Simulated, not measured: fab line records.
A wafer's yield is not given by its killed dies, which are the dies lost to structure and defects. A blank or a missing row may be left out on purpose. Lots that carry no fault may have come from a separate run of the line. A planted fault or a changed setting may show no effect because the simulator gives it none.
fab line records :: flow sky130
record:
  lots: 6
  wafers: 18
  last-day: 50
route steps=708 shown DNWELL@35 PWDE@45
lots that met no fault: taken from a fault-free run of the same line
start-h: the number of hours between the record's first day and the start of the first shown wafer of the lot :: wait-h: hours elapsed since this lot's preceding step :: " repeats the value in the row above :: L1.1+2: a row that stands for several wafers :: - no value, or no start given :: * or withheld: withheld :: < > ~ a bound
route shown NAME@n: a module of which the file shows steps, and the number in the route of the first :: usual: mean/standard deviation taken from wafers without a fault :: same: alike in all rows :: chamber/n: place in a boat :: sites: the reading at each site :: _std_site: the standard deviation of these :: _edge_site: inner sites' mean taken away from outer sites' mean :: radius-mm: how far each site lies from the wafer's centre :: mask NAME#n: copy n :: behind: the last tool/chamber to shape the wafer :: hold: cause of the lot's hold/its duration in hours/its outcome :: device: the transistor (n, p or np) that didn't switch :: end of line: the same wafers' tests at the end of the route :: step lacking rows: just its recipe :: killed: count of dies lost to structure and defects at first sort (not the wafer's yield) :: map: dies across one wafer; x = killed, . = not, _ = none there
set.NAME: setting as actually run; set.NAME@STEP: the setting as run at that earlier step :: model.NAME: the simulator's own value behind a step, which no gauge read
lots at some steps of the route; a table a step, a row a wafer
services: a tool's chamber out of use, with start hour (start-h, from the record's first day; less than 0 if before it), hours out, and reason
== steps ==
step: SKY_DNWELL_DEHYDRATE_00
recipe:
  temp-c: 200
  time-s: 60
step: SKY_DNWELL_HMDS_01
recipe:
  prime-time-s: 60
  prime-temp-c: 120
step: SKY_DNWELL_COAT_02
recipe:
  spin-rpm: 2000
  resist-thk-nm: 3000
step: SKY_DNWELL_SOFTBAKE_03
recipe:
  temp-c: 110
  time-s: withheld
step: SKY_DNWELL_EXPOSE_04
recipe:
  mask-id: DNM
  na: 0.57
  target-cd-nm: 3000
  dose-mj: 222
step: SKY_DNWELL_PEB_05
recipe:
  temp-c: 115
  time-s: withheld
step: SKY_DNWELL_DEVELOP_06
recipe:
  wall-angle-deg: 90
  developer: TMAH
  develop-time-s: 60
  dev-temp-c: 23
step: SKY_DNWELL_IMPLANT_07
recipe:
  species: P
  energy-kev: withheld
  dose-cm2: withheld
  tilt-deg: withheld
step: SKY_DNWELL_STRIP_08
recipe:
  chemistry: O2/N2
  power-w: 1400
  pressure-mtorr: 1500
  platen-temp-c: withheld
  o2-flow-sccm: 3000
  n2-flow-sccm: 300
  overash-fraction: 0.5
usual:
  drypump-motor-current-A: 5.8/0.51
  oes-product-au: 0.722/0.0045
  strip-time-to-endpoint-s: 37.00/0.11
same:
  overash-fraction: 0.5
lot.wafer: L803.1
tool: plasma-asher-04
chamber: 0
start-h: 53.68
wait-h: 0.1
drypump-motor-current-A: 6.1
oes-product-au: 0.719
rf-hours-counter-h: 39
strip-time-to-endpoint-s: 36.95

lot.wafer: L803.2
tool: plasma-asher-04
chamber: 1
start-h: 53.68
wait-h: 0.1
drypump-motor-current-A: 5.1
oes-product-au: 0.728
rf-hours-counter-h: 39
strip-time-to-endpoint-s: 36.92

lot.wafer: L803.3
tool: plasma-asher-04
chamber: 0
start-h: 53.68
wait-h: 0.1
drypump-motor-current-A: 6.1
oes-product-au: 0.715
rf-hours-counter-h: -
strip-time-to-endpoint-s: 36.85

lot.wafer: L809.1
tool: plasma-asher-03
chamber: 1
start-h: 84.47
wait-h: 0.1
drypump-motor-current-A: 6.5
oes-product-au: 0.717
rf-hours-counter-h: 21
strip-time-to-endpoint-s: 37.08

lot.wafer: L809.2
tool: plasma-asher-03
chamber: 0
start-h: 84.47
wait-h: 0.1
drypump-motor-current-A: 5.5
oes-product-au: 0.726
rf-hours-counter-h: 21
strip-time-to-endpoint-s: 37.05

lot.wafer: L809.6
tool: plasma-asher-03
chamber: 0
start-h: 84.47
wait-h: 0.1
drypump-motor-current-A: 5.5
oes-product-au: 0.705
rf-hours-counter-h: -
strip-time-to-endpoint-s: 37.00

lot.wafer: L821.2
tool: plasma-asher-04
chamber: 1
start-h: 156.97
wait-h: 0.1
drypump-motor-current-A: 5.1
oes-product-au: 0.711
rf-hours-counter-h: 50
strip-time-to-endpoint-s: 37.04

lot.wafer: L821.5
tool: plasma-asher-04
chamber: 1
start-h: 156.97
wait-h: 0.1
drypump-motor-current-A: 5.1
oes-product-au: 0.718
rf-hours-counter-h: -
strip-time-to-endpoint-s: 37.11

lot.wafer: L821.6
tool: plasma-asher-04
chamber: 0
start-h: 156.97
wait-h: 0.1
drypump-motor-current-A: 6.1
oes-product-au: 0.722
rf-hours-counter-h: -
strip-time-to-endpoint-s: 36.95

lot.wafer: L823.2
tool: plasma-asher-04
chamber: 1
start-h: 159.83
wait-h: 0.1
drypump-motor-current-A: 5.1
oes-product-au: 0.720
rf-hours-counter-h: 50
strip-time-to-endpoint-s: 36.98

lot.wafer: L823.3
tool: plasma-asher-04
chamber: 0
start-h: 159.83
wait-h: 0.1
drypump-motor-current-A: 6.1
oes-product-au: 0.726
rf-hours-counter-h: -
strip-time-to-endpoint-s: 37.14

lot.wafer: L823.5
tool: plasma-asher-04
chamber: 0
start-h: 159.83
wait-h: 0.1
drypump-motor-current-A: 6.2
oes-product-au: 0.722
rf-hours-counter-h: -
strip-time-to-endpoint-s: 37.05

lot.wafer: L826.2
tool: plasma-asher-03
chamber: 0
start-h: 182.47
wait-h: 0.1
drypump-motor-current-A: 5.5
oes-product-au: 0.721
rf-hours-counter-h: 28
strip-time-to-endpoint-s: 36.75

lot.wafer: L826.4
tool: plasma-asher-03
chamber: 0
start-h: 182.47
wait-h: 0.1
drypump-motor-current-A: 5.5
oes-product-au: 0.721
rf-hours-counter-h: -
strip-time-to-endpoint-s: 36.75

lot.wafer: L826.6
tool: plasma-asher-03
chamber: 1
start-h: 182.47
wait-h: 0.1
drypump-motor-current-A: 6.4
oes-product-au: 0.723
rf-hours-counter-h: -
strip-time-to-endpoint-s: 36.72

lot.wafer: L825.1
tool: plasma-asher-01
chamber: 1
start-h: 187.03
wait-h: 0.1
drypump-motor-current-A: 6.4
oes-product-au: 0.716
rf-hours-counter-h: 8
strip-time-to-endpoint-s: 37.11

lot.wafer: L825.2
tool: plasma-asher-01
chamber: 0
start-h: 187.03
wait-h: 0.1
drypump-motor-current-A: 5.5
oes-product-au: 0.721
rf-hours-counter-h: 8
strip-time-to-endpoint-s: 37.18

lot.wafer: L825.6
tool: plasma-asher-01
chamber: 1
start-h: 187.03
wait-h: 0.1
drypump-motor-current-A: 6.4
oes-product-au: 0.717
rf-hours-counter-h: -
strip-time-to-endpoint-s: 37.05
step: SKY_DNWELL_TW_MEAS_09
usual:
  DNWELL_TW: 1112/9.3
lot.wafer: L803.1
tool: film-metro-01
chamber: -
start-h: 53.78
wait-h: 0.1
DNWELL_TW: 1108

lot.wafer: L803.2
tool: film-metro-01
chamber: -
start-h: 53.78
wait-h: 0.1
DNWELL_TW: 1113

lot.wafer: L803.3
tool: film-metro-01
chamber: -
start-h: 53.78
wait-h: 0.1
DNWELL_TW: 1115

lot.wafer: L809.1
tool: film-metro-01
chamber: -
start-h: 84.57
wait-h: 0.1
DNWELL_TW: 1106

lot.wafer: L809.2
tool: film-metro-01
chamber: -
start-h: 84.57
wait-h: 0.1
DNWELL_TW: 1107

lot.wafer: L809.6
tool: film-metro-01
chamber: -
start-h: 84.57
wait-h: 0.1
DNWELL_TW: 1109

lot.wafer: L821.2
tool: film-metro-03
chamber: -
start-h: 157.08
wait-h: 0.1
DNWELL_TW: 1114

lot.wafer: L821.5
tool: film-metro-03
chamber: -
start-h: 157.08
wait-h: 0.1
DNWELL_TW: 1112

lot.wafer: L821.6
tool: film-metro-03
chamber: -
start-h: 157.08
wait-h: 0.1
DNWELL_TW: 1111

lot.wafer: L823.2
tool: film-metro-04
chamber: -
start-h: 159.94
wait-h: 0.1
DNWELL_TW: 1122

lot.wafer: L823.3
tool: film-metro-04
chamber: -
start-h: 159.94
wait-h: 0.1
DNWELL_TW: 1118

lot.wafer: L823.5
tool: film-metro-04
chamber: -
start-h: 159.94
wait-h: 0.1
DNWELL_TW: 1122

lot.wafer: L826.2
tool: film-metro-04
chamber: -
start-h: 182.58
wait-h: 0.1
DNWELL_TW: 1117

lot.wafer: L826.4
tool: film-metro-04
chamber: -
start-h: 182.58
wait-h: 0.1
DNWELL_TW: 1112

lot.wafer: L826.6
tool: film-metro-04
chamber: -
start-h: 182.58
wait-h: 0.1
DNWELL_TW: 1122

lot.wafer: L825.1
tool: film-metro-01
chamber: -
start-h: 187.13
wait-h: 0.1
DNWELL_TW: 1103

lot.wafer: L825.2
tool: film-metro-01
chamber: -
start-h: 187.13
wait-h: 0.1
DNWELL_TW: 1103

lot.wafer: L825.6
tool: film-metro-01
chamber: -
start-h: 187.13
wait-h: 0.1
DNWELL_TW: 1102
step: SKY_PWDE_DEHYDRATE_00
recipe:
  temp-c: 200
  time-s: 60
step: SKY_PWDE_HMDS_01
recipe:
  prime-time-s: 60
  prime-temp-c: 119.3
step: SKY_PWDE_COAT_02
recipe:
  spin-rpm: 2000
  resist-thk-nm: 3000
lot.wafer: L803.1
tool: litho-track-02
chamber: 0
start-h: 61.27
wait-h: 0.1
model.coat_of_PWDE_COAT_02.thk-nm: 3015

lot.wafer: L803.2
tool: litho-track-02
chamber: 0
start-h: 61.27
wait-h: 0.1
model.coat_of_PWDE_COAT_02.thk-nm: 3008

lot.wafer: L803.3
tool: litho-track-02
chamber: 0
start-h: 61.27
wait-h: 0.1
model.coat_of_PWDE_COAT_02.thk-nm: 3006

lot.wafer: L809.1
tool: litho-track-04
chamber: 0
start-h: 92.28
wait-h: 0.1
model.coat_of_PWDE_COAT_02.thk-nm: 3003

lot.wafer: L809.2
tool: litho-track-04
chamber: 0
start-h: 92.28
wait-h: 0.1
model.coat_of_PWDE_COAT_02.thk-nm: 3001

lot.wafer: L809.6
tool: litho-track-04
chamber: 0
start-h: 92.28
wait-h: 0.1
model.coat_of_PWDE_COAT_02.thk-nm: 2999

lot.wafer: L821.2
tool: litho-track-04
chamber: 0
start-h: 166.25
wait-h: 0.1
model.coat_of_PWDE_COAT_02.thk-nm: 658.7

lot.wafer: L821.5
tool: litho-track-04
chamber: 0
start-h: 166.25
wait-h: 0.1
model.coat_of_PWDE_COAT_02.thk-nm: 657.5

lot.wafer: L821.6
tool: litho-track-04
chamber: 0
start-h: 166.25
wait-h: 0.1
model.coat_of_PWDE_COAT_02.thk-nm: 657.8

lot.wafer: L823.2
tool: litho-track-04
chamber: 0
start-h: 169.55
wait-h: 0.1
model.coat_of_PWDE_COAT_02.thk-nm: 662

lot.wafer: L823.3
tool: litho-track-04
chamber: 0
start-h: 169.55
wait-h: 0.1
model.coat_of_PWDE_COAT_02.thk-nm: 661.7

lot.wafer: L823.5
tool: litho-track-04
chamber: 0
start-h: 169.55
wait-h: 0.1
model.coat_of_PWDE_COAT_02.thk-nm: 661.5

lot.wafer: L826.2
tool: litho-track-02
chamber: 0
start-h: 193.54
wait-h: 0.1
model.coat_of_PWDE_COAT_02.thk-nm: 3027

lot.wafer: L826.4
tool: litho-track-02
chamber: 0
start-h: 193.54
wait-h: 0.1
model.coat_of_PWDE_COAT_02.thk-nm: 3010

lot.wafer: L826.6
tool: litho-track-02
chamber: 0
start-h: 193.54
wait-h: 0.1
model.coat_of_PWDE_COAT_02.thk-nm: 3018

lot.wafer: L825.1
tool: litho-track-02
chamber: 0
start-h: 197.82
wait-h: 0.1
model.coat_of_PWDE_COAT_02.thk-nm: 3010

lot.wafer: L825.2
tool: litho-track-02
chamber: 0
start-h: 197.82
wait-h: 0.1
model.coat_of_PWDE_COAT_02.thk-nm: 3015

lot.wafer: L825.6
tool: litho-track-02
chamber: 0
start-h: 197.82
wait-h: 0.1
model.coat_of_PWDE_COAT_02.thk-nm: 3023
step: SKY_PWDE_SOFTBAKE_03
recipe:
  temp-c: 110
  time-s: withheld
step: SKY_PWDE_EXPOSE_04
recipe:
  mask-id: PWDEM
  na: 0.6
  source-shape: conventional
  sigma-outer: 0.6
  polarization: unpolarized
  target-cd-nm: 840
  dose-mj: 214
step: SKY_PWDE_PEB_05
recipe:
  temp-c: 115
  time-s: withheld
step: SKY_PWDE_DEVELOP_06
recipe:
  wall-angle-deg: 90
  developer: TMAH
  develop-time-s: 60
  dev-temp-c: 23
usual:
  developer-temp-C: 23.01/0.11
lot.wafer: L803.1
tool: litho-track-01
chamber: 0
start-h: -
wait-h: -
developer-temp-C: 23.04
model.coat_of_PWDE_COAT_02.thk-nm: 3010

lot.wafer: L803.2
tool: litho-track-01
chamber: 0
start-h: -
wait-h: -
developer-temp-C: 23.02
model.coat_of_PWDE_COAT_02.thk-nm: 3003

lot.wafer: L803.3
tool: litho-track-01
chamber: 0
start-h: -
wait-h: -
developer-temp-C: 22.86
model.coat_of_PWDE_COAT_02.thk-nm: 3002

lot.wafer: L809.1
tool: litho-track-01
chamber: 0
start-h: -
wait-h: -
developer-temp-C: 22.96
model.coat_of_PWDE_COAT_02.thk-nm: 2998

lot.wafer: L809.2
tool: litho-track-01
chamber: 0
start-h: -
wait-h: -
developer-temp-C: 23.00
model.coat_of_PWDE_COAT_02.thk-nm: 2997

lot.wafer: L809.6
tool: litho-track-01
chamber: 0
start-h: -
wait-h: -
developer-temp-C: 23.06
model.coat_of_PWDE_COAT_02.thk-nm: 2995

lot.wafer: L821.2
tool: litho-track-02
chamber: 0
start-h: -
wait-h: -
developer-temp-C: 23.07
model.coat_of_PWDE_COAT_02.thk-nm: 654.4

lot.wafer: L821.5
tool: litho-track-02
chamber: 0
start-h: -
wait-h: -
developer-temp-C: 23.13
model.coat_of_PWDE_COAT_02.thk-nm: 653.2

lot.wafer: L821.6
tool: litho-track-02
chamber: 0
start-h: -
wait-h: -
developer-temp-C: 23.10
model.coat_of_PWDE_COAT_02.thk-nm: 653.6

lot.wafer: L823.2
tool: litho-track-04
chamber: 0
start-h: -
wait-h: -
developer-temp-C: 22.81
model.coat_of_PWDE_COAT_02.thk-nm: 657.7

lot.wafer: L823.3
tool: litho-track-04
chamber: 0
start-h: -
wait-h: -
developer-temp-C: 22.90
model.coat_of_PWDE_COAT_02.thk-nm: 657.4

lot.wafer: L823.5
tool: litho-track-04
chamber: 0
start-h: -
wait-h: -
developer-temp-C: 23.06
model.coat_of_PWDE_COAT_02.thk-nm: 657.2

lot.wafer: L826.2
tool: litho-track-01
chamber: 0
start-h: -
wait-h: -
developer-temp-C: 23.18
model.coat_of_PWDE_COAT_02.thk-nm: 3023

lot.wafer: L826.4
tool: litho-track-01
chamber: 0
start-h: -
wait-h: -
developer-temp-C: 23.28
model.coat_of_PWDE_COAT_02.thk-nm: 3005

lot.wafer: L826.6
tool: litho-track-01
chamber: 0
start-h: -
wait-h: -
developer-temp-C: 23.18
model.coat_of_PWDE_COAT_02.thk-nm: 3014

lot.wafer: L825.1
tool: litho-track-04
chamber: 0
start-h: -
wait-h: -
developer-temp-C: 23.08
model.coat_of_PWDE_COAT_02.thk-nm: 3006

lot.wafer: L825.2
tool: litho-track-04
chamber: 0
start-h: -
wait-h: -
developer-temp-C: 23.00
model.coat_of_PWDE_COAT_02.thk-nm: 3011

lot.wafer: L825.6
tool: litho-track-04
chamber: 0
start-h: -
wait-h: -
developer-temp-C: 22.89
model.coat_of_PWDE_COAT_02.thk-nm: 3019
step: SKY_PWDE_OVL_MEAS_07
usual:
  PWDE_OVL: -0.5/1.3
lot.wafer: L803.1
tool: overlay-01
chamber: -
start-h: 69.85
wait-h: -
PWDE_OVL[nm]: 1.9

lot.wafer: L803.2
tool: overlay-01
chamber: -
start-h: 69.85
wait-h: -
PWDE_OVL[nm]: 2.8

lot.wafer: L803.3
tool: overlay-01
chamber: -
start-h: 69.85
wait-h: -
PWDE_OVL[nm]: 1.2

lot.wafer: L809.1
tool: overlay-02
chamber: -
start-h: 100.45
wait-h: -
PWDE_OVL[nm]: -1.9

lot.wafer: L809.2
tool: overlay-02
chamber: -
start-h: 100.45
wait-h: -
PWDE_OVL[nm]: -2.8

lot.wafer: L809.6
tool: overlay-02
chamber: -
start-h: 100.45
wait-h: -
PWDE_OVL[nm]: -0.6

lot.wafer: L821.2
tool: overlay-01
chamber: -
start-h: 176.78
wait-h: -
PWDE_OVL[nm]: -0.6

lot.wafer: L821.5
tool: overlay-01
chamber: -
start-h: 176.78
wait-h: -
PWDE_OVL[nm]: 1.6

lot.wafer: L821.6
tool: overlay-01
chamber: -
start-h: 176.78
wait-h: -
PWDE_OVL[nm]: 1.5

lot.wafer: L823.2
tool: overlay-01
chamber: -
start-h: 180.48
wait-h: -
PWDE_OVL[nm]: 0.0

lot.wafer: L823.3
tool: overlay-01
chamber: -
start-h: 180.48
wait-h: -
PWDE_OVL[nm]: -0.5

lot.wafer: L823.5
tool: overlay-01
chamber: -
start-h: 180.48
wait-h: -
PWDE_OVL[nm]: -1.5

lot.wafer: L826.2
tool: overlay-02
chamber: -
start-h: 204.11
wait-h: -
PWDE_OVL[nm]: -1.3

lot.wafer: L826.4
tool: overlay-02
chamber: -
start-h: 204.11
wait-h: -
PWDE_OVL[nm]: 0.3

lot.wafer: L826.6
tool: overlay-02
chamber: -
start-h: 204.11
wait-h: -
PWDE_OVL[nm]: -0.2

lot.wafer: L825.1
tool: overlay-02
chamber: -
start-h: 208.88
wait-h: -
PWDE_OVL[nm]: -2.1

lot.wafer: L825.2
tool: overlay-02
chamber: -
start-h: 208.88
wait-h: -
PWDE_OVL[nm]: -1.3

lot.wafer: L825.6
tool: overlay-02
chamber: -
start-h: 208.88
wait-h: -
PWDE_OVL[nm]: -2.3
step: SKY_PWDE_IMPLANT_08
recipe:
  species: B
  energy-kev: 150
  dose-cm2: 3.6e+12
  tilt-deg: withheld
step: SKY_PWDE_STRIP_09
recipe:
  chemistry: O2/N2
  power-w: 1400
  pressure-mtorr: 1500
  platen-temp-c: withheld
  o2-flow-sccm: 3000
  n2-flow-sccm: 300
  overash-fraction: 0.5
usual:
  drypump-motor-current-A: 6.0/0.48
  oes-product-au: 0.722/0.0044
  strip-time-to-endpoint-s: 37.02/0.11
same:
  overash-fraction: 0.5
lot.wafer: L803.1
tool: plasma-asher-01
chamber: 0
start-h: 70.04
wait-h: 0.1
drypump-motor-current-A: 5.5
oes-product-au: 0.721
rf-hours-counter-h: 42
strip-time-to-endpoint-s: 37.07

lot.wafer: L803.2
tool: plasma-asher-01
chamber: 1
start-h: 70.04
wait-h: 0.1
drypump-motor-current-A: 6.5
oes-product-au: 0.728
rf-hours-counter-h: 42
strip-time-to-endpoint-s: 37.00

lot.wafer: L803.3
tool: plasma-asher-01
chamber: 0
start-h: 70.04
wait-h: 0.1
drypump-motor-current-A: 5.5
oes-product-au: 0.728
rf-hours-counter-h: -
strip-time-to-endpoint-s: 36.98

lot.wafer: L809.1
tool: plasma-asher-01
chamber: 0
start-h: 100.64
wait-h: 0.1
drypump-motor-current-A: 5.5
oes-product-au: 0.727
rf-hours-counter-h: 45
strip-time-to-endpoint-s: 36.95

lot.wafer: L809.2
tool: plasma-asher-01
chamber: 1
start-h: 100.64
wait-h: 0.1
drypump-motor-current-A: 6.4
oes-product-au: 0.719
rf-hours-counter-h: 45
strip-time-to-endpoint-s: 36.93

lot.wafer: L809.6
tool: plasma-asher-01
chamber: 1
start-h: 100.64
wait-h: 0.1
drypump-motor-current-A: 6.4
oes-product-au: 0.716
rf-hours-counter-h: -
strip-time-to-endpoint-s: 36.91

lot.wafer: L821.2
tool: plasma-asher-01
chamber: 1
start-h: 176.96
wait-h: 0.1
drypump-motor-current-A: 6.5
oes-product-au: 0.608
rf-hours-counter-h: 6
strip-time-to-endpoint-s: 9.14

lot.wafer: L821.5
tool: plasma-asher-01
chamber: 0
start-h: 176.96
wait-h: 0.1
drypump-motor-current-A: 5.5
oes-product-au: 0.618
rf-hours-counter-h: -
strip-time-to-endpoint-s: 9.09

lot.wafer: L821.6
tool: plasma-asher-01
chamber: 1
start-h: 176.96
wait-h: 0.1
drypump-motor-current-A: 6.4
oes-product-au: 0.619
rf-hours-counter-h: -
strip-time-to-endpoint-s: 9.14

lot.wafer: L823.2
tool: plasma-asher-03
chamber: 1
start-h: 180.66
wait-h: 0.1
drypump-motor-current-A: 6.5
oes-product-au: 0.610
rf-hours-counter-h: 28
strip-time-to-endpoint-s: 9.17

lot.wafer: L823.3
tool: plasma-asher-03
chamber: 1
start-h: 180.66
wait-h: 0.1
drypump-motor-current-A: 6.5
oes-product-au: 0.612
rf-hours-counter-h: -
strip-time-to-endpoint-s: 9.18

lot.wafer: L823.5
tool: plasma-asher-03
chamber: 0
start-h: 180.66
wait-h: 0.1
drypump-motor-current-A: 5.5
oes-product-au: 0.617
rf-hours-counter-h: -
strip-time-to-endpoint-s: 9.19

lot.wafer: L826.2
tool: plasma-asher-03
chamber: 0
start-h: 204.29
wait-h: 0.1
drypump-motor-current-A: 5.6
oes-product-au: 0.714
rf-hours-counter-h: 30
strip-time-to-endpoint-s: 37.23

lot.wafer: L826.4
tool: plasma-asher-03
chamber: 0
start-h: 204.29
wait-h: 0.1
drypump-motor-current-A: 5.5
oes-product-au: 0.720
rf-hours-counter-h: -
strip-time-to-endpoint-s: 37.01

lot.wafer: L826.6
tool: plasma-asher-03
chamber: 1
start-h: 204.29
wait-h: 0.1
drypump-motor-current-A: 6.4
oes-product-au: 0.729
rf-hours-counter-h: -
strip-time-to-endpoint-s: 37.13

lot.wafer: L825.1
tool: plasma-asher-03
chamber: 1
start-h: 209.06
wait-h: 0.1
drypump-motor-current-A: 6.5
oes-product-au: 0.718
rf-hours-counter-h: 31
strip-time-to-endpoint-s: 37.04

lot.wafer: L825.2
tool: plasma-asher-03
chamber: 0
start-h: 209.06
wait-h: 0.1
drypump-motor-current-A: 5.5
oes-product-au: 0.713
rf-hours-counter-h: 31
strip-time-to-endpoint-s: 37.09

lot.wafer: L825.6
tool: plasma-asher-03
chamber: 1
start-h: 209.06
wait-h: 0.1
drypump-motor-current-A: 6.5
oes-product-au: 0.719
rf-hours-counter-h: -
strip-time-to-endpoint-s: 37.21
step: SKY_PWDE_TW_MEAS_10
usual:
  PWDE_TW: 374.2/2.4
lot.wafer: L803.1
tool: film-metro-01
chamber: -
start-h: 70.14
wait-h: 0.1
PWDE_TW: 372.6

lot.wafer: L803.2
tool: film-metro-01
chamber: -
start-h: 70.14
wait-h: 0.1
PWDE_TW: 370.6

lot.wafer: L803.3
tool: film-metro-01
chamber: -
start-h: 70.14
wait-h: 0.1
PWDE_TW: 371.4

lot.wafer: L809.1
tool: film-metro-04
chamber: -
start-h: 100.74
wait-h: 0.1
PWDE_TW: 376.5

lot.wafer: L809.2
tool: film-metro-04
chamber: -
start-h: 100.74
wait-h: 0.1
PWDE_TW: 376.0

lot.wafer: L809.6
tool: film-metro-04
chamber: -
start-h: 100.74
wait-h: 0.1
PWDE_TW: 377.8

lot.wafer: L821.2
tool: film-metro-04
chamber: -
start-h: 177.07
wait-h: 0.1
PWDE_TW: 376.6

lot.wafer: L821.5
tool: film-metro-04
chamber: -
start-h: 177.07
wait-h: 0.1
PWDE_TW: 377.6

lot.wafer: L821.6
tool: film-metro-04
chamber: -
start-h: 177.07
wait-h: 0.1
PWDE_TW: 377.1

lot.wafer: L823.2
tool: film-metro-03
chamber: -
start-h: 180.77
wait-h: 0.1
PWDE_TW: 375.3

lot.wafer: L823.3
tool: film-metro-03
chamber: -
start-h: 180.77
wait-h: 0.1
PWDE_TW: 374.6

lot.wafer: L823.5
tool: film-metro-03
chamber: -
start-h: 180.77
wait-h: 0.1
PWDE_TW: 373.3

lot.wafer: L826.2
tool: film-metro-03
chamber: -
start-h: 204.40
wait-h: 0.1
PWDE_TW: 375.6

lot.wafer: L826.4
tool: film-metro-03
chamber: -
start-h: 204.40
wait-h: 0.1
PWDE_TW: 375.4

lot.wafer: L826.6
tool: film-metro-03
chamber: -
start-h: 204.40
wait-h: 0.1
PWDE_TW: 374.1

lot.wafer: L825.1
tool: film-metro-04
chamber: -
start-h: 209.16
wait-h: 0.1
PWDE_TW: 376.3

lot.wafer: L825.2
tool: film-metro-04
chamber: -
start-h: 209.16
wait-h: 0.1
PWDE_TW: 376.3

lot.wafer: L825.6
tool: film-metro-04
chamber: -
start-h: 209.16
wait-h: 0.1
PWDE_TW: 374.9
== services ==
tool: plasma-asher-03
chamber: -
start-h: 67.44
hours: 12.2
kind: repair

tool: plasma-asher-01
chamber: -
start-h: 108.75
hours: 9.0
kind: pm

tool: plasma-asher-01
chamber: 0
start-h: 108.75
hours: 9.0
kind: vent-cycle

tool: plasma-asher-01
chamber: 1
start-h: 108.75
hours: 9.0
kind: vent-cycle

tool: plasma-asher-01
chamber: 0
start-h: 117.75
hours: -
kind: clean

tool: plasma-asher-01
chamber: 1
start-h: 117.75
hours: -
kind: clean

tool: plasma-asher-04
chamber: -
start-h: 147.06
hours: 3.0
kind: repair

tool: plasma-asher-03
chamber: -
start-h: 150.54
hours: 28.1
kind: pm
== key ==
first-sign:
  step: SKY_PWDE_STRIP_09
  reading: strip-time-to-endpoint-s
  direction: down
  sigmas: 99+
  usual: *
  struck: *
effect:
  step: SKY_PWDE_STRIP_09
  reading: oes-product-au
  direction: down
  sigmas: 25
  usual: 0.722
  struck: 0.614
model-effect:
  step: SKY_PWDE_COAT_02
  value: coat_of_PWDE_COAT_02.thk-nm
  without: 3007
  struck: 659.8
model-effect:
  step: SKY_PWDE_DEVELOP_06
  value: coat_of_PWDE_COAT_02.thk-nm
  without: 3003
  struck: 655.6
met-at SKY_PWDE_COAT_02
struck-wafers L821.2,L821.5,L821.6,L823.2,L823.3,L823.5
sort-left-out L821.2,L821.5,L821.6,L823.2,L823.3,L823.5
tester-left-out L821,L823
onset-between 92.28 166.25
also-fits SKY_DNWELL_STRIP_08:plasma-asher-04
fault:
  kind: process-parameter-drift
  tool: litho-track-04
  chamber: -
  onset-h: 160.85
  steps: SKY_PWDE_COAT_02
  channel: resist-thk-nm
  offset: -2341.7
  shape: step
  end-h: 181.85
  acts-in: these-recipes-only
  stated: 3000
tester-left-out: of these lots the tester's yield and bins aren't shown, on N5 and GAA mostly nor the transistor test; their killed dies are dies lost to structure and defects alone, not to doping, threshold or leakage, so they don't give the yield
sort-left-out: the simulated sort isn't trusted on such a fault, so these wafers' sort isn't shown, and their yield isn't known
